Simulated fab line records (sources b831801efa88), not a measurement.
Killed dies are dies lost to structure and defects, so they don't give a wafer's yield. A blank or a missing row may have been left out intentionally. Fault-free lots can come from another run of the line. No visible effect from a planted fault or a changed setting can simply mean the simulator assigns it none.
The tool behind it: which one? / flow sky130 / Sampling: 6 lots, 18 wafers, 4 of 708 route steps

WHAT THE GAUGES READ, wafer by wafer
SKY_PAD_OPEN_BOW_MEAS_13.
lot=L685; measured=day 46 01:44; on=filmMetro-02; PAD_OPEN_BOW (um)=39 46 45
lot=L690; measured=day 47 07:59; on=filmMetro-03; PAD_OPEN_BOW (um)=46 48 49
lot=L701; measured=day 49 20:35; on=filmMetro-02; PAD_OPEN_BOW (um)=34 40 26
lot=L703; measured=day 50 05:34; on=filmMetro-03; PAD_OPEN_BOW (um)=49 41 44
lot=L705; measured=day 50 14:49; on=filmMetro-03; PAD_OPEN_BOW (um)=34 43 46
lot=L707; measured=day 51 05:41; on=filmMetro-03; PAD_OPEN_BOW (um)=52 51 44

WHICH TOOL RAN EACH LOT (tool, then ch and the chambers of the sampled wafers, then the start)
lot=L685; SKY_SONOS_ONO_STRIP_17=plasmaAsher-02 ch 0,1, day 13 03:02; SKY_METAL5_SPUTTER_02=pvdSputter-03, day 43 04:26; SKY_PASSIVATION_STRIP_12=plasmaAsher-03 ch 0, day 45 02:29
lot=L690; SKY_SONOS_ONO_STRIP_17=plasmaAsher-01 ch 0,1, day 14 20:59; SKY_METAL5_SPUTTER_02=pvdSputter-02, day 44 13:32; SKY_PASSIVATION_STRIP_12=plasmaAsher-02 ch 0,1, day 46 09:19
lot=L701; SKY_SONOS_ONO_STRIP_17=plasmaAsher-04 ch 0, day 18 15:45; SKY_METAL5_SPUTTER_02=pvdSputter-02, day 47 09:44; SKY_PASSIVATION_STRIP_12=plasmaAsher-02 ch 0,1, day 49 00:59
lot=L703; SKY_SONOS_ONO_STRIP_17=plasmaAsher-01 ch 0,1, day 19 05:29; SKY_METAL5_SPUTTER_02=pvdSputter-03, day 47 20:49; SKY_PASSIVATION_STRIP_12=plasmaAsher-03 ch 0,1, day 49 10:38
lot=L705; SKY_SONOS_ONO_STRIP_17=plasmaAsher-02 ch 0,1, day 19 21:36; SKY_METAL5_SPUTTER_02=pvdSputter-03, day 48 07:48; SKY_PASSIVATION_STRIP_12=plasmaAsher-04 ch 0,1, day 49 20:16
lot=L707; SKY_SONOS_ONO_STRIP_17=plasmaAsher-01 ch 0,1, day 21 03:50; SKY_METAL5_SPUTTER_02=pvdSputter-03, day 49 01:08; SKY_PASSIVATION_STRIP_12=plasmaAsher-02 ch 0,1, day 50 12:17
- SKY_SONOS_ONO_STRIP_17: strips in O2/N2.
- SKY_METAL5_SPUTTER_02: material AlCu, target thk 1150 nm, time 61.2 s.
- SKY_PASSIVATION_STRIP_12: strips in O2/N2.

THE ANSWER, worked out from the rows above alone
Rule: the lots themselves supply what counts as usual. The widest of any qualifying gaps counts: lots, ordered by their means at a reading, are off when they make up no more than a third of the lots, leave a main group of 4 or more, and stand apart from it by 3 or more times the standard deviation of that group's means. A main group is skipped when, at the precision printed for the reading in the tables above, its means are all equal. A lot without any number at a reading at which 4 lots or more have one is off too. All remaining lots with rows at the step are treated as sound.
Nothing can be told from this: no lot is off at any reading shown.

WHAT THE SIMULATOR HAD INSERTED
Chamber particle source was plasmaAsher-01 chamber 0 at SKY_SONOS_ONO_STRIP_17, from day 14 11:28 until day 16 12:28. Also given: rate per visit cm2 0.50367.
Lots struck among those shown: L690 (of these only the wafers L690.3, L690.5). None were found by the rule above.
